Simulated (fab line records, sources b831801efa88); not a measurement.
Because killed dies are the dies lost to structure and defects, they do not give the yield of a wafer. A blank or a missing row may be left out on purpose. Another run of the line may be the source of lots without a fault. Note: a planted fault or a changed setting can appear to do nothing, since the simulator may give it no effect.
Struck lot and sound lot, side by side	flow sky130	15 out of 708 route steps
Sound: the wafers L799.1, L799.3, L799.4. The struck wafers were L813.3, L813.4, L813.5. The cause comes at the end.
Per side, at each step with rows, come the tool, then ch with its chambers, and then its first start. Under that, the readings that differ: sound wafers	struck wafers	difference of the means	sigmas: that difference in standard deviations of wafers without a fault.
alike: same words and numbers on both sides, and readings whose means sit less than 2 such deviations apart. not compared: any withheld reading, any reading some wafer has no value for, any bound like >300 that may hide the same value, and any number with overlapping values for which the record gives no deviation.
Wherever a step has rows on one side only, a row that says differs or no value, or a row with sigmas, the two part there. Numbers that have no deviation but don't overlap get no sigmas and don't part them. A reading missing from all wafers of one side parts the sides only when that side holds two or more wafers.

first, 3 steps without rows for these wafers: SKY_CONTACT_EXPOSE_11 (exposes mask CTM1, target cd 170 nm); SKY_CONTACT_PEB_12; SKY_CONTACT_DEVELOP_13 (develop time 60 s).
SKY_CONTACT_CD_MEAS_14 targets a cd of 170 nm.
  sound on cd_sem-01 at day 32 13:30; struck on cd_sem-01 at day 37 14:14
reading	sound	struck	difference	sigmas
cd_nm (nm)	171.9 172.5 173.6	168.1 167.8 169.1	-4.3	-3
SKY_CONTACT_OVL_MEAS_15:
  sound on overlay-01 at day 32 13:37; struck on overlay-01 at day 37 14:20
  alike: CONTACT_OVL
SKY_CONTACT_ETCH_16: etches BARC in N2/H2, stops on SiO2, time 45.9 s, target depth 60 nm.
  sound on rie_diel-04 ch 0,1,2, day 32 13:40; struck on rie_diel-01 ch 1,2,3, day 37 14:22
  alike: drypump_motor_current_A, oes_product_au, rf_fwd_power_W, throttle_valve_pct
  not compared: rf_hours_counter_h
SKY_CONTACT_ETCH_17: etches SiO2 in C4F8/O2/Ar, stops on Si3N4, target depth 340 nm.
  sound on rie_diel-04 ch 0,1,2, day 32 13:42; struck on rie_diel-01 ch 1,2,3, day 37 14:24
  alike: oes_product_au, rf_fwd_power_W
SKY_CONTACT_ETCH_18: etches Si3N4 in CHF3/O2, stops on TiN, time 39 s, target depth 75 nm.
  sound on rie_diel-04 ch 0,1,2; struck on rie_diel-01 ch 1,2,3
  alike: drypump_motor_current_A, oes_product_au, rf_fwd_power_W, throttle_valve_pct
  not compared: rf_hours_counter_h
SKY_CONTACT_STRIP_19: strips in O2/N2.
  sound on plasma_asher-02 ch 0,1, day 32 13:47; struck on plasma_asher-03 ch 0,1, day 37 14:31
  alike: drypump_motor_current_A, oes_product_au, strip_time_to_endpoint_s
  not compared: rf_hours_counter_h
then, 3 steps without rows for these wafers: SKY_CONTACT_STRIP_20 (strips in post etch residue remover, time 1200 s); SKY_CONTACT_CLEAN_21 (cleans in IPA, time 180 s); SKY_CONTACT_CLEAN_22 (cleans in O3/DIW).
SKY_CONTACT_SPUTTER_23: material TiN, target thk 20 nm, time 80 s.
  sound on pvd_sputter-01 at day 32 14:23; struck on pvd_sputter-01 at day 37 15:07
reading	sound	struck	difference	sigmas
cathode_dc_power_W (W)	4001.1 3999.0 4000.3	4293.9 4293.4 4292.5	+293.1	+99 or more
model.TiN_of_CONTACT_SPUTTER_23.thk_nm (nm)	20.14 20.22 20.1	21.49 21.47 21.58	+1.36	
  alike: throttle_valve_pct
SKY_CONTACT_CVD_24: deposits W, target thk 340 nm, time 102.12 s.
  sound on cvd_w-02 ch 0,1, day 32 14:27; struck on cvd_w-01 ch 0,1, day 37 15:13
  alike: heater_power_w
-- the record jumps here: 13 days lie between the struck wafers' starts before and after (it left off in module CONTACT and takes up again in module PAD_OPEN, whose first step shown is number 708 of the route) --
SKY_PAD_OPEN_PROBE_99:
  sound on prober-02 at day 46 13:54; struck on prober-02 at day 50 06:10
  alike: killed_at_M0_to_M3, killed_at_M4_up, killed_at_contacts, killed_at_front_end, killed_at_other, killed_dies, killed_open, killed_short

== WHERE THEY PART ==
Earliest at SKY_CONTACT_CD_MEAS_14; latest, in this record, at SKY_CONTACT_SPUTTER_23. Later steps at which nothing parts them and some readings are alike: SKY_CONTACT_CVD_24, SKY_PAD_OPEN_PROBE_99.

WHY: whatever the simulator had introduced
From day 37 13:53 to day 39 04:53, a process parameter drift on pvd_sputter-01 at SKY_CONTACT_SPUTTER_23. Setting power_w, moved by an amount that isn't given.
